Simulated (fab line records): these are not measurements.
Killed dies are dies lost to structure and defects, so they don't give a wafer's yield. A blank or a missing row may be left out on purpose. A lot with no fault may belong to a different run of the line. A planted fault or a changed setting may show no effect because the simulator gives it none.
Which of the tools did it? || flow sky130 || 11 lots, 33 wafers sampled, at 6 steps of a route of 708

WHAT THE GAUGES READ, wafer by wafer
SKY_FIELD_ISO_THK_MEAS_25.
{"lot": "L699", "measured": "day 2 09:09", "on": "film_metro-04", "FIELD_ISO_CVD_24_THK (nm)": "603 612 594"}
{"lot": "L700", "measured": "day 2 14:22", "on": "film_metro-02", "FIELD_ISO_CVD_24_THK (nm)": "593 598 597"}
{"lot": "L701", "measured": "day 2 18:26", "on": "film_metro-04", "FIELD_ISO_CVD_24_THK (nm)": "593 589 588"}
{"lot": "L702", "measured": "day 3 02:51", "on": "film_metro-04", "FIELD_ISO_CVD_24_THK (nm)": "598 601 592"}
{"lot": "L710", "measured": "day 4 16:26", "on": "film_metro-02", "FIELD_ISO_CVD_24_THK (nm)": "597 597 599"}
{"lot": "L711", "measured": "day 4 22:16", "on": "film_metro-02", "FIELD_ISO_CVD_24_THK (nm)": "595 604 594"}
{"lot": "L714", "measured": "day 5 11:46", "on": "film_metro-02", "FIELD_ISO_CVD_24_THK (nm)": "592 600 594"}
{"lot": "L716", "measured": "day 6 03:47", "on": "film_metro-03", "FIELD_ISO_CVD_24_THK (nm)": "607 597 614"}
{"lot": "L717", "measured": "day 6 10:49", "on": "film_metro-04", "FIELD_ISO_CVD_24_THK (nm)": "589 588 593"}
{"lot": "L718", "measured": "day 6 12:01", "on": "film_metro-03", "FIELD_ISO_CVD_24_THK (nm)": "600 603 616"}
{"lot": "L720", "measured": "day 6 21:47", "on": "film_metro-02", "FIELD_ISO_CVD_24_THK (nm)": "604 607 607"}

SKY_PWDE_TW_MEAS_10.
{"lot": "L699", "measured": "day 3 22:35", "on": "film_metro-04", "PWDE_TW": "369 369 369"}
{"lot": "L700", "measured": "day 4 04:01", "on": "film_metro-02", "PWDE_TW": "376 375 378"}
{"lot": "L701", "measured": "day 4 08:36", "on": "film_metro-02", "PWDE_TW": "377 377 378"}
{"lot": "L702", "measured": "day 4 21:02", "on": "film_metro-01", "PWDE_TW": "367 365 366"}
{"lot": "L710", "measured": "day 6 09:35", "on": "film_metro-04", "PWDE_TW": "399 399 399 397 398 400"}
{"lot": "L711", "measured": "day 6 19:32", "on": "film_metro-02", "PWDE_TW": "405 406 407 403 404 405"}
{"lot": "L714", "measured": "day 7 06:02", "on": "film_metro-01", "PWDE_TW": "370 369 369"}
{"lot": "L716", "measured": "day 7 23:32", "on": "film_metro-04", "PWDE_TW": "372 370 372"}
{"lot": "L717", "measured": "day 8 06:46", "on": "film_metro-04", "PWDE_TW": "373 373 373"}
{"lot": "L718", "measured": "day 8 10:29", "on": "film_metro-04", "PWDE_TW": "374 375 374"}
{"lot": "L720", "measured": "day 8 23:10", "on": "film_metro-04", "PWDE_TW": "373 374 373"}

SKY_NWELL_RS_MEAS_31: measurement is done with a four-point probe.
{"lot": "L699", "measured": "day 5 09:47", "on": "film_metro-02", "PWDE_RS (ohm/sq)": "5294 5270 5285"}
{"lot": "L700", "measured": "day 5 15:49", "on": "film_metro-04", "PWDE_RS (ohm/sq)": "5280 5276 5290"}
{"lot": "L701", "measured": "day 5 20:16", "on": "film_metro-04", "PWDE_RS (ohm/sq)": "5245 5242 5239"}
{"lot": "L702", "measured": "day 6 10:25", "on": "film_metro-01", "PWDE_RS (ohm/sq)": "5291 5286 5298"}
{"lot": "L710", "measured": "day 8 01:01", "on": "film_metro-04", "PWDE_RS (ohm/sq)": "4356 4366 4351 4372 4361 4356"}
{"lot": "L711", "measured": "day 8 11:31", "on": "film_metro-01", "PWDE_RS (ohm/sq)": "4360 4345 4349 4370 4357 4354"}
{"lot": "L714", "measured": "day 9 00:20", "on": "film_metro-04", "PWDE_RS (ohm/sq)": "5285 5284 5280"}
{"lot": "L716", "measured": "day 9 19:17", "on": "film_metro-04", "PWDE_RS (ohm/sq)": "5264 5273 5263"}
{"lot": "L717", "measured": "day 10 02:59", "on": "film_metro-02", "PWDE_RS (ohm/sq)": "5269 5254 5254"}
{"lot": "L718", "measured": "day 10 06:37", "on": "film_metro-04", "PWDE_RS (ohm/sq)": "5260 5234 5249"}
{"lot": "L720", "measured": "day 10 21:22", "on": "film_metro-02", "PWDE_RS (ohm/sq)": "5289 5295 5266"}

SKY_VT_ADJUST_LVTN_OVL_MEAS_18.
{"lot": "L699", "measured": "day 7 18:25", "on": "overlay-01", "VT_ADJUST_LVTN_01_OVL (nm)": "1.5 -0.1 0.8"}
{"lot": "L700", "measured": "day 8 02:09", "on": "overlay-02", "VT_ADJUST_LVTN_01_OVL (nm)": "-1.8 -0.1 0.2"}
{"lot": "L701", "measured": "day 8 05:32", "on": "overlay-02", "VT_ADJUST_LVTN_01_OVL (nm)": "-1.2 -0.3 1.5"}
{"lot": "L702", "measured": "day 8 22:04", "on": "overlay-01", "VT_ADJUST_LVTN_01_OVL (nm)": "-0.5 -1.9 0.2"}
{"lot": "L710", "measured": "day 10 18:48", "on": "overlay-02", "VT_ADJUST_LVTN_01_OVL (nm)": "1.4 -0.5 -1.4"}
{"lot": "L711", "measured": "day 11 06:54", "on": "overlay-02", "VT_ADJUST_LVTN_01_OVL (nm)": "-0.3 0.0 1.5"}
{"lot": "L714", "measured": "day 11 19:11", "on": "overlay-01", "VT_ADJUST_LVTN_01_OVL (nm)": "-0.4 -0.2 -1.1"}
{"lot": "L716", "measured": "day 12 16:52", "on": "overlay-01", "VT_ADJUST_LVTN_01_OVL (nm)": "0.2 -0.5 -1.9"}
{"lot": "L717", "measured": "day 13 01:29", "on": "overlay-01", "VT_ADJUST_LVTN_01_OVL (nm)": "-1.1 0.0 -1.2"}
{"lot": "L718", "measured": "day 13 05:32", "on": "overlay-02", "VT_ADJUST_LVTN_01_OVL (nm)": "1.3 -0.5 -0.6"}
{"lot": "L720", "measured": "day 13 20:15", "on": "overlay-02", "VT_ADJUST_LVTN_01_OVL (nm)": "0.1 0.1 -0.1"}

WHAT TOOL EACH LOT RAN ON (gives the tool, then ch and the chambers of the sampled wafers, and finally the start)
{"lot": "L699", "SKY_PWDE_IMPLANT_08": "implanter-03 ch 0, day 3 22:20", "SKY_PWDE_STRIP_09": "plasma_asher-01 ch 0,1, day 3 22:28"}
{"lot": "L700", "SKY_PWDE_IMPLANT_08": "implanter-03 ch 0, day 4 03:46", "SKY_PWDE_STRIP_09": "plasma_asher-03 ch 0,1, day 4 03:55"}
{"lot": "L701", "SKY_PWDE_IMPLANT_08": "implanter-04 ch 0, day 4 08:22", "SKY_PWDE_STRIP_09": "plasma_asher-03 ch 0,1, day 4 08:29"}
{"lot": "L702", "SKY_PWDE_IMPLANT_08": "implanter-04 ch 0, day 4 20:47", "SKY_PWDE_STRIP_09": "plasma_asher-03 ch 0, day 4 20:55"}
{"lot": "L710", "SKY_PWDE_IMPLANT_08": "implanter-04 ch 0, day 6 09:20", "SKY_PWDE_STRIP_09": "plasma_asher-03 ch 1, day 6 09:29"}
{"lot": "L711", "SKY_PWDE_IMPLANT_08": "implanter-04 ch 0, day 6 19:20", "SKY_PWDE_STRIP_09": "plasma_asher-04 ch 0,1, day 6 19:27"}
{"lot": "L714", "SKY_PWDE_IMPLANT_08": "implanter-03 ch 0, day 7 05:47", "SKY_PWDE_STRIP_09": "plasma_asher-04 ch 0,1, day 7 05:56"}
{"lot": "L716", "SKY_PWDE_IMPLANT_08": "implanter-01 ch 0, day 7 23:17", "SKY_PWDE_STRIP_09": "plasma_asher-01 ch 0,1, day 7 23:25"}
{"lot": "L717", "SKY_PWDE_IMPLANT_08": "implanter-03 ch 0, day 8 06:31", "SKY_PWDE_STRIP_09": "plasma_asher-04 ch 0,1, day 8 06:40"}
{"lot": "L718", "SKY_PWDE_IMPLANT_08": "implanter-01 ch 0, day 8 10:16", "SKY_PWDE_STRIP_09": "plasma_asher-04 ch 0,1, day 8 10:24"}
{"lot": "L720", "SKY_PWDE_IMPLANT_08": "implanter-03 ch 0, day 8 22:55", "SKY_PWDE_STRIP_09": "plasma_asher-04 ch 0,1, day 8 23:04"}
- SKY_PWDE_IMPLANT_08
- SKY_PWDE_STRIP_09: strips in O2/N2.

WHAT THE TOOLS THEMSELVES READ (means of the sampled wafers that have a number; where no wafer has one, the mark that the record gives instead)
SKY_PWDE_IMPLANT_08.
{"lot": "L699", "tool": "implanter-03", "beam_on_s (s)": 10.14, "end_station_pressure_torr (Torr)": 5e-06, "faraday_current_uA": 20.1}
{"lot": "L700", "tool": "implanter-03", "beam_on_s (s)": 9.90, "end_station_pressure_torr (Torr)": 5e-06, "faraday_current_uA": 20.5}
{"lot": "L701", "tool": "implanter-04", "beam_on_s (s)": 10.07, "end_station_pressure_torr (Torr)": 5e-06, "faraday_current_uA": 20.2}
{"lot": "L702", "tool": "implanter-04", "beam_on_s (s)": 10.07, "end_station_pressure_torr (Torr)": 5e-06, "faraday_current_uA": 20.1}
{"lot": "L710", "tool": "implanter-04", "beam_on_s (s)": 12.47, "end_station_pressure_torr (Torr)": 1e-04, "faraday_current_uA": 16.4}
{"lot": "L711", "tool": "implanter-04", "beam_on_s (s)": 13.08, "end_station_pressure_torr (Torr)": 1e-04, "faraday_current_uA": 15.7}
{"lot": "L714", "tool": "implanter-03", "beam_on_s (s)": 10.00, "end_station_pressure_torr (Torr)": 5e-06, "faraday_current_uA": 20.2}
{"lot": "L716", "tool": "implanter-01", "beam_on_s (s)": 9.97, "end_station_pressure_torr (Torr)": 5e-06, "faraday_current_uA": 20.3}
{"lot": "L717", "tool": "implanter-03", "beam_on_s (s)": 9.89, "end_station_pressure_torr (Torr)": 5e-06, "faraday_current_uA": 20.5}
{"lot": "L718", "tool": "implanter-01", "beam_on_s (s)": 9.76, "end_station_pressure_torr (Torr)": 5e-06, "faraday_current_uA": 20.8}
{"lot": "L720", "tool": "implanter-03", "beam_on_s (s)": 9.90, "end_station_pressure_torr (Torr)": 5e-06, "faraday_current_uA": 20.5}

SKY_PWDE_STRIP_09.
{"lot": "L699", "tool": "plasma_asher-01", "drypump_motor_current_A (A)": 5.8, "oes_product_au (a.u.)": 0.722, "strip_time_to_endpoint_s (s)": 36.93}
{"lot": "L700", "tool": "plasma_asher-03", "drypump_motor_current_A (A)": 5.5, "oes_product_au (a.u.)": 0.722, "strip_time_to_endpoint_s (s)": 36.89}
{"lot": "L701", "tool": "plasma_asher-03", "drypump_motor_current_A (A)": 5.5, "oes_product_au (a.u.)": 0.721, "strip_time_to_endpoint_s (s)": 36.91}
{"lot": "L702", "tool": "plasma_asher-03", "drypump_motor_current_A (A)": 4.7, "oes_product_au (a.u.)": 0.721, "strip_time_to_endpoint_s (s)": 36.98}
{"lot": "L710", "tool": "plasma_asher-03", "drypump_motor_current_A (A)": 5.9, "oes_product_au (a.u.)": 0.721, "strip_time_to_endpoint_s (s)": 36.81}
{"lot": "L711", "tool": "plasma_asher-04", "drypump_motor_current_A (A)": 6.1, "oes_product_au (a.u.)": 0.723, "strip_time_to_endpoint_s (s)": 37.10}
{"lot": "L714", "tool": "plasma_asher-04", "drypump_motor_current_A (A)": 6.2, "oes_product_au (a.u.)": 0.722, "strip_time_to_endpoint_s (s)": 37.04}
{"lot": "L716", "tool": "plasma_asher-01", "drypump_motor_current_A (A)": 5.8, "oes_product_au (a.u.)": 0.722, "strip_time_to_endpoint_s (s)": 36.86}
{"lot": "L717", "tool": "plasma_asher-04", "drypump_motor_current_A (A)": 6.2, "oes_product_au (a.u.)": 0.721, "strip_time_to_endpoint_s (s)": 36.85}
{"lot": "L718", "tool": "plasma_asher-04", "drypump_motor_current_A (A)": 6.2, "oes_product_au (a.u.)": 0.725, "strip_time_to_endpoint_s (s)": 37.07}
{"lot": "L720", "tool": "plasma_asher-04", "drypump_motor_current_A (A)": 6.2, "oes_product_au (a.u.)": 0.722, "strip_time_to_endpoint_s (s)": 37.01}

THE ANSWER, worked out from the rows above alone
Rule: the usual values come from the lots themselves. Put in order of their means at a reading, lots are off if they are a third of the lots or fewer, leave a main group of 4 or more, and stand apart from it by a gap of 3 or more times the standard deviation of the main group's means; of several such gaps the widest counts. Not used: any main group whose means are identical at the precision the tables above print for the reading. A lot without any number at a reading at which 4 lots or more have one is off too. Where the step has rows for the other lots, those lots are counted as sound. First the gauges in route order, then the tools' own readings, where a lot's mean is used as printed above. At the first step where some lot is off, the reading lying furthest off is the one used; lots without a number count as furthest.
Off: L710, L711, at SKY_PWDE_TW_MEAS_10 (PWDE_TW). The main group has a mean of 372 with a standard deviation of 3.5.
A tool fits if, at a process step before that reading, it ran every lot that is off, and no sound lot after the first of them. Not tried: the gauges at SKY_PWDE_TW_MEAS_10; whatever is off there is also off at SKY_PWDE_IMPLANT_08, on other tools, and gauge error can't account for it. One fits: implanter-04 at SKY_PWDE_IMPLANT_08. Its last sound lot is L702 (day 4 20:47), its first lot that is off L710 (day 6 09:20): a fault that began between those two fits.
The tool's own readings at SKY_PWDE_IMPLANT_08 bear it out: on the lots that are off they differ by more than 5 times the standard deviation of the sound lots' means. beam_on_s reads 12.78 s there against 9.97 s on the sound lots; end_station_pressure_torr reads 1e-04 Torr there against 5e-06 Torr on the sound lots; faraday_current_uA reads 16.0 there against 20.4 on the sound lots.

WHAT THE SIMULATOR HAD PUT IN
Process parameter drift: implanter-04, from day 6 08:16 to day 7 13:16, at SKY_PWDE_IMPLANT_08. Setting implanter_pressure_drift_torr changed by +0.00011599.
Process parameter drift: implanter-04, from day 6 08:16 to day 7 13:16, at SKY_PWDE_IMPLANT_08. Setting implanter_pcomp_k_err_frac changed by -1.
Lots struck among those shown: L710, L711. The rule given above showed the same thing.
